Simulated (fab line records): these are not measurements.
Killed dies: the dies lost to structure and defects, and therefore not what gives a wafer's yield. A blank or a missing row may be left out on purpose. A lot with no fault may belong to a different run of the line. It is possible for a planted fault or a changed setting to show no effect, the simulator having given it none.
Code-filled problem report in 8D (eight disciplines) form :: flow sky130 :: the parts of the form that need people (team, actions taken, sign-off) are left out

1. THE PROBLEM
spin-speed-rpm at SKY_FIELD_ISO_COAT_08 reads a mean of 3057.9 rpm on 6 wafers of 2 lots; wafers without a fault read 2999.9 rpm with a standard deviation of 1.7. Relative to the usual mean, that is a shift of +34 standard deviations.
The step: resist thk 450 nm.
First seen on wafer L129.1, day 4 11:00, on litho-track-04. At this step, 39 wafers from 13 lots have a number in the record. Rule for "out" (also "out of limits"): further than 4 standard deviations from the usual mean. All remaining wafers that have a number are taken as sound.

2. WHAT IT IS, AND WHAT IT ISN'T
question: which readings at this step
is: spin-speed-rpm
is not: chill-plate-temp-C

question: which lots
is: L129, L131
is not: L117, L118, L119, L120, L121, L130, L132, L136, L138, L139, L140

question: which wafers of those lots
is: all that have a number
is not: -

question: read on which tools
is: litho-track-04
is not: litho-track-02, litho-track-03

question: when
is: from day 4 11:00
is not: up to then (15 sound wafers); but 18 sound wafers of L130, L132, L136, L138, L139, L140 came after

3. THE SUSPECTS, EACH WITH WHAT RULES IT OUT
Counting: a tool stays on the suspect list if, at a process step up to the reading, it processed all lots that are out and no sound lot following the first of them.
- litho-track-04 at SKY_FIELD_ISO_COAT_08 (resist thk 450 nm): kept. All lots that are out passed through it, beginning with L129 at day 4 11:00, and no sound lot followed; its final sound lot before that point was L119 at day 2 07:00. On those wafers its own readings are out: spin-speed-rpm.
The count leaves litho-track-04 at SKY_FIELD_ISO_COAT_08.

4. THE CAUSE (what the simulator had put in)
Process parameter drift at SKY_FIELD_ISO_COAT_08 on litho-track-04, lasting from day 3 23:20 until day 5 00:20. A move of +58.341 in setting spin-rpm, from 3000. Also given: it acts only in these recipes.
This tool alone remained once counting was done.

5. THE CHAIN OF EFFECTS, in route order
Rows list readings where the struck wafers' mean (over those with a number) sits beyond 3 standard deviations from the usual. Only readings for which the record gives a usual standard deviation are gone through. hours: the time from each lot's start at the first step in this table that gives one to its start at this step, as a median over the lots. sigmas: the change in usual standard deviations.
hours: 0
step: SKY_FIELD_ISO_COAT_08
reading: spin-speed-rpm
usual: 2999.9 rpm
on struck wafers: 3057.9
change: +58.0
sigmas: +34
It contains these process steps:
- SKY_FIELD_ISO_COAT_08: resist thk 450 nm.
At these later measuring or inspecting steps, every struck wafer for which the step has a row has a number for every such reading, and none has moved that far: SKY_FIELD_ISO_THK_MEAS_25.

6. HOW IT WOULD HAVE BEEN CAUGHT EARLIER
In this record the first reading out of limits was taken at day 4 11:00, 12 hours after the fault began at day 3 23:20.
